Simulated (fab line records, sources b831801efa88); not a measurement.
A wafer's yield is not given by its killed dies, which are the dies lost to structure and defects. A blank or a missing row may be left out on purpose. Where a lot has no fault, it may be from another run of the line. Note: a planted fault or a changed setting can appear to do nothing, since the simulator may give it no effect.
fab line records -- flow sky130
record: lots: 5, wafers: 15, last_day: 50
route steps=708 shown RES_XHIGH@334 SD_N@342
lots that met no fault: from a run of the same line without faults
start_h: the number of hours between the record's first day and the start of the first shown wafer of the lot -- wait_h: hours from the lot's prior step to this one -- " same as the row above -- L1.1+2: a row that stands for several wafers -- - no value present, or no start provided -- * or withheld: withheld -- < > ~ a bound
route shown NAME@n: NAME is a module with steps in the file, n the number in the route of the first one -- usual: the fault-free wafers' mean and standard deviation -- same: alike in all rows -- chamber/n: place in a boat -- sites: each site's reading -- _std_site: how widely they spread, as a standard deviation -- _edge_site: inner sites' mean taken away from outer sites' mean -- radius_mm: for every site, how far away it sits from the centre of the wafer -- mask NAME#n: copy n -- behind: the last tool/chamber to shape the wafer -- hold: why the lot went on hold/how many hours it stayed there/how the hold came to an end -- device: the n, p or np transistor that did not switch -- end of line: the tests these same wafers got at the end of their route -- for a step that has no rows: nothing shown but its recipe -- killed: count of dies lost to structure and defects at first sort (not the wafer's yield) -- map: shows each die of a wafer: x if killed, . if not, _ if none is there
set.NAME: the setting the step ran with; set.NAME@STEP: the setting that earlier step ran with -- model.NAME: the simulator's own value behind a step, which no gauge read
lots at some steps of the route; a table a step, a row a wafer
services: the hour from which a tool's chamber was out of use, counted from the record's first day as start_h (under 0 if before that day), plus the number of hours and why
== steps ==
step: SKY_RES_XHIGH_COAT_02
recipe: resist: NOVOLAK, spin_rpm: 3000, resist_thk_nm: 1148
step: SKY_RES_XHIGH_SOFTBAKE_03
recipe: temp_c: 90, time_s: 60, resist: NOVOLAK
step: SKY_RES_XHIGH_EXPOSE_04
recipe: mask_id: URPM, na: 0.6, source_shape: conventional, sigma_outer: 0.6, polarization: unpolarized, target_cd_nm: 1270, dose_mj: 140
step: SKY_RES_XHIGH_PEB_05
recipe: temp_c: withheld, time_s: *, resist: NOVOLAK
step: SKY_RES_XHIGH_DEVELOP_06
recipe: resist: NOVOLAK, developer: TMAH, develop_time_s: 60, dev_temp_c: 23
step: SKY_RES_XHIGH_IMPLANT_07
recipe: species: BF2, energy_kev: 20, dose_cm2: 3.6e+14, tilt_deg: 0
step: SKY_RES_XHIGH_STRIP_08
recipe: chemistry: O2/N2, power_w: 1400, pressure_mtorr: 1500, platen_temp_c: withheld, o2_flow_sccm: 3000, n2_flow_sccm: 300, overash_fraction: 0.5
usual: drypump_motor_current_A: 5.8/0.51, oes_product_au: 0.710/0.0048, strip_time_to_endpoint_s: 14.35/0.035
lot.wafer,tool,chamber,start_h,wait_h,drypump_motor_current_A,oes_product_au,rf_hours_counter_h,strip_time_to_endpoint_s
L501.1,plasma_asher-02,1,624.18,0.1,6.4,0.713,92,14.29
L501.2,plasma_asher-02,0,624.18,0.1,5.5,0.710,92,14.32
L501.3,plasma_asher-02,1,624.18,0.1,6.4,0.712,-,14.30
L514.1,plasma_asher-04,0,716.27,0.1,6.2,0.719,28,14.37
L514.2,plasma_asher-04,1,716.27,0.1,5.1,0.708,28,14.35
L514.4,plasma_asher-04,1,716.27,0.1,5.1,0.706,-,14.36
L522.2,plasma_asher-04,0,800.99,0.1,6.1,0.714,36,14.28
L522.3,plasma_asher-04,0,800.99,0.1,6.1,0.702,-,14.31
L522.6,plasma_asher-04,0,800.99,0.1,6.2,0.708,-,14.29
L524.2,plasma_asher-02,1,802.07,0.1,6.4,0.715,5,14.36
L524.4,plasma_asher-02,1,802.07,0.1,6.5,0.713,-,14.39
L524.6,plasma_asher-02,1,802.07,0.1,6.5,0.719,-,14.39
L523.1,plasma_asher-04,1,810.24,0.1,5.1,0.710,37,14.37
L523.2,plasma_asher-04,0,810.24,0.1,6.2,0.715,37,14.36
L523.6,plasma_asher-04,1,810.24,0.1,5.1,0.719,-,14.38
step: SKY_RES_XHIGH_TW_MEAS_09
usual: RES_XHIGH_TW: 1635/14
lot.wafer,tool,chamber,start_h,wait_h,RES_XHIGH_TW
L501.1,film_metro-01,-,624.28,0.1,1641
L501.2,film_metro-01,-,624.28,0.1,1631
L501.3,film_metro-01,-,624.28,0.1,1626
L514.1,film_metro-04,-,716.37,0.1,1648
L514.2,film_metro-04,-,716.37,0.1,1648
L514.4,film_metro-04,-,716.37,0.1,1645
L522.2,film_metro-01,-,801.10,0.1,1639
L522.3,film_metro-01,-,801.10,0.1,1641
L522.6,film_metro-01,-,801.10,0.1,1633
L524.2,film_metro-01,-,802.18,0.1,1637
L524.4,film_metro-01,-,802.18,0.1,1640
L524.6,film_metro-01,-,802.18,0.1,1636
L523.1,film_metro-04,-,810.34,0.1,1647
L523.2,film_metro-04,-,810.34,0.1,1639
L523.6,film_metro-04,-,810.34,0.1,1647
step: SKY_SD_N_DEHYDRATE_00
recipe: temp_c: 200, time_s: 60
step: SKY_SD_N_HMDS_01
recipe: prime_time_s: 60, prime_temp_c: 120
step: SKY_SD_N_COAT_02
recipe: resist: NOVOLAK, spin_rpm: 3000, resist_thk_nm: 1151
step: SKY_SD_N_SOFTBAKE_03
recipe: temp_c: 90, time_s: 60, resist: NOVOLAK
step: SKY_SD_N_EXPOSE_04
recipe: mask_id: NSDM, na: 0.6, source_shape: conventional, sigma_outer: 0.6, polarization: unpolarized, target_cd_nm: 380, dose_mj: 141
lot.wafer,tool,chamber,start_h,wait_h,mask
L501.1+2+3,iline_stepper-02,0,637.60,-,NSDM#0
L514.1+2+4,iline_stepper-01,0,730.43,-,URPM#0
L522.2+3+6,iline_stepper-02,0,813.82,-,NSDM#0
L524.2+4+6,iline_stepper-01,0,815.14,-,NSDM#0
L523.1+2+6,iline_stepper-01,0,824.75,-,NSDM#0
step: SKY_SD_N_PEB_05
recipe: temp_c: withheld, time_s: *, resist: NOVOLAK
step: SKY_SD_N_DEVELOP_06
recipe: resist: NOVOLAK, developer: TMAH, develop_time_s: 60, dev_temp_c: 23
step: SKY_SD_N_CD_MEAS_07
recipe: target_cd_nm: 380
usual: cd_nm: 379.8/2.6
lot.wafer,tool,chamber,start_h,wait_h,cd_nm
L501.1,cd_sem-01,-,652.88,0.2,373.0
L501.2,cd_sem-01,-,652.88,0.2,375.0
L501.3,cd_sem-01,-,652.88,0.2,375.5
L514.1,cd_sem-02,-,743.52,0.1,-
L514.2,cd_sem-02,-,743.52,0.1,-
L514.4,cd_sem-02,-,743.52,0.1,-
L522.2,cd_sem-01,-,826.79,0.1,382.9
L522.3,cd_sem-01,-,826.79,0.1,379.0
L522.6,cd_sem-01,-,826.79,0.1,381.1
L524.2,cd_sem-01,-,827.75,0.1,382.3
L524.4,cd_sem-01,-,827.75,0.1,382.9
L524.6,cd_sem-01,-,827.75,0.1,383.2
L523.1,cd_sem-01,-,835.88,0.1,378.6
L523.2,cd_sem-01,-,835.88,0.1,381.4
L523.6,cd_sem-01,-,835.88,0.1,381.0
step: SKY_SD_N_OVL_MEAS_08
usual: SD_N_OVL: 0.5/1.5
lot.wafer,tool,chamber,start_h,wait_h,SD_N_OVL[nm]
L501.1,overlay-02,-,653.00,0.1,2.2
L501.2,overlay-02,-,653.00,0.1,0.6
L501.3,overlay-02,-,653.00,0.1,2.6
L514.1,overlay-02,-,743.64,0.1,-
L514.2,overlay-02,-,743.64,0.1,-
L514.4,overlay-02,-,743.64,0.1,-
L522.2,overlay-02,-,826.89,0.1,0.8
L522.3,overlay-02,-,826.89,0.1,-1.5
L522.6,overlay-02,-,826.89,0.1,1.0
L524.2,overlay-01,-,827.85,0.1,0.3
L524.4,overlay-01,-,827.85,0.1,-0.9
L524.6,overlay-01,-,827.85,0.1,-0.3
L523.1,overlay-02,-,836.00,0.1,-0.1
L523.2,overlay-02,-,836.00,0.1,2.5
L523.6,overlay-02,-,836.00,0.1,1.1
step: SKY_SD_N_IMPLANT_09
recipe: species: As, energy_kev: 50, dose_cm2: 4e+15, tilt_deg: 0
step: SKY_SD_N_IMPLANT_10
recipe: species: P, energy_kev: 20, dose_cm2: 1e+14, tilt_deg: 0
step: SKY_SD_N_STRIP_11
recipe: chemistry: O2/N2, power_w: 1400, pressure_mtorr: 1500, platen_temp_c: withheld, o2_flow_sccm: 3000, n2_flow_sccm: 300, overash_fraction: 0.5
usual: drypump_motor_current_A: 5.8/0.51, oes_product_au: 0.528/0.0043, strip_time_to_endpoint_s: 22.650/0.029
lot.wafer,tool,chamber,start_h,wait_h,drypump_motor_current_A,oes_product_au,rf_hours_counter_h,strip_time_to_endpoint_s
L501.1,plasma_asher-04,0,653.45,0.1,6.1,0.529,21,22.652
L501.2,plasma_asher-04,1,653.45,0.1,5.1,0.524,21,22.634
L501.3,plasma_asher-04,0,653.45,0.1,6.1,0.533,-,22.617
L514.1,plasma_asher-01,1,743.97,0.1,6.4,0.522,65,22.631
L514.2,plasma_asher-01,0,743.97,0.1,5.5,0.524,65,22.604
L514.4,plasma_asher-01,1,743.97,0.1,6.4,0.537,-,22.619
L522.2,plasma_asher-01,0,827.22,0.1,5.5,0.529,73,22.613
L522.3,plasma_asher-01,0,827.22,0.1,5.5,0.531,-,22.603
L522.6,plasma_asher-01,1,827.22,0.1,6.4,0.524,-,22.592
L524.2,plasma_asher-04,0,828.18,0.1,6.1,0.526,39,22.645
L524.4,plasma_asher-04,1,828.18,0.1,5.2,0.530,-,22.677
L524.6,plasma_asher-04,0,828.18,0.1,6.1,0.523,-,22.678
L523.1,plasma_asher-04,1,836.33,0.1,5.1,0.524,40,22.611
L523.2,plasma_asher-04,0,836.33,0.1,6.2,0.538,40,22.653
L523.6,plasma_asher-04,1,836.33,0.1,5.1,0.527,-,22.667
step: SKY_SD_N_TW_MEAS_12
usual: SD_N_TW: 3971/36
lot.wafer,tool,chamber,start_h,wait_h,SD_N_TW
L501.1,film_metro-04,-,653.55,0.1,3995
L501.2,film_metro-04,-,653.55,0.1,3995
L501.3,film_metro-04,-,653.55,0.1,3998
L514.1,film_metro-02,-,744.07,0.1,30
L514.2,film_metro-02,-,744.07,0.1,30
L514.4,film_metro-02,-,744.07,0.1,29
L522.2,film_metro-04,-,827.33,0.1,3991
L522.3,film_metro-04,-,827.33,0.1,4010
L522.6,film_metro-04,-,827.33,0.1,3991
L524.2,film_metro-02,-,828.29,0.1,3936
L524.4,film_metro-02,-,828.29,0.1,3948
L524.6,film_metro-02,-,828.29,0.1,3931
L523.1,film_metro-02,-,836.43,0.1,3943
L523.2,film_metro-02,-,836.43,0.1,3943
L523.6,film_metro-02,-,836.43,0.1,3960
step: SKY_SD_N_CLEAN_13
recipe: chemistry: SC1/SC2, mix: 1:4:20, temp_c: 70, time_s: 150, dry: n2_spin
== services ==
tool,chamber,start_h,hours,kind
iline_stepper-01,-,605.93,5.9,repair
iline_stepper-01,-,611.80,4.3,pm
iline_stepper-01,0,624.82,-,calibration
iline_stepper-02,0,630.38,-,calibration
plasma_asher-04,-,696.43,2.8,pm
iline_stepper-01,-,715.49,1.7,pm
plasma_asher-04,-,726.51,1.1,repair
plasma_asher-02,-,733.75,9.0,pm
plasma_asher-02,0,733.75,9.0,vent_cycle
plasma_asher-02,1,733.75,9.0,vent_cycle
plasma_asher-02,-,737.72,0.4,repair
plasma_asher-02,0,742.75,-,clean
plasma_asher-02,1,742.75,-,clean
plasma_asher-02,-,747.12,1.4,repair
iline_stepper-01,-,756.22,12.9,repair
plasma_asher-02,-,768.09,3.8,pm
iline_stepper-02,-,769.13,1.7,pm
plasma_asher-04,-,778.93,1.3,repair
iline_stepper-02,-,818.12,2.1,pm
plasma_asher-01,-,819.06,0.9,repair
iline_stepper-02,-,820.20,-,consumable_replace:lamp
== key ==
first_sign: step: SKY_SD_N_EXPOSE_04, reading: mask, direction: changed
effect: step: SKY_SD_N_CD_MEAS_07, reading: cd_nm, direction: missing
effect: step: SKY_SD_N_OVL_MEAS_08, reading: SD_N_OVL, direction: missing
effect: step: SKY_SD_N_TW_MEAS_12, reading: SD_N_TW, direction: down, sigmas: 99+, usual: 3971, struck: 29
met_at SKY_SD_N_EXPOSE_04
struck_wafers L514.1,L514.2,L514.4
sort_left_out L514.1,L514.2,L514.4
tester_left_out L514
fault: kind: wrong_mask, tool: any, chamber: -, onset_h: 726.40, steps: SKY_SD_N_EXPOSE_04, aux_copy: URPM#0, scope: struck_lots_only
tester_left_out: of these lots the tester's yield and bins aren't shown, on N5 and GAA mostly nor the transistor test; their killed dies are dies lost to structure and defects alone, not to doping, threshold or leakage, so they don't give the yield
sort_left_out: the simulated sort isn't trusted on such a fault, so these wafers' sort isn't shown, and their yield isn't known
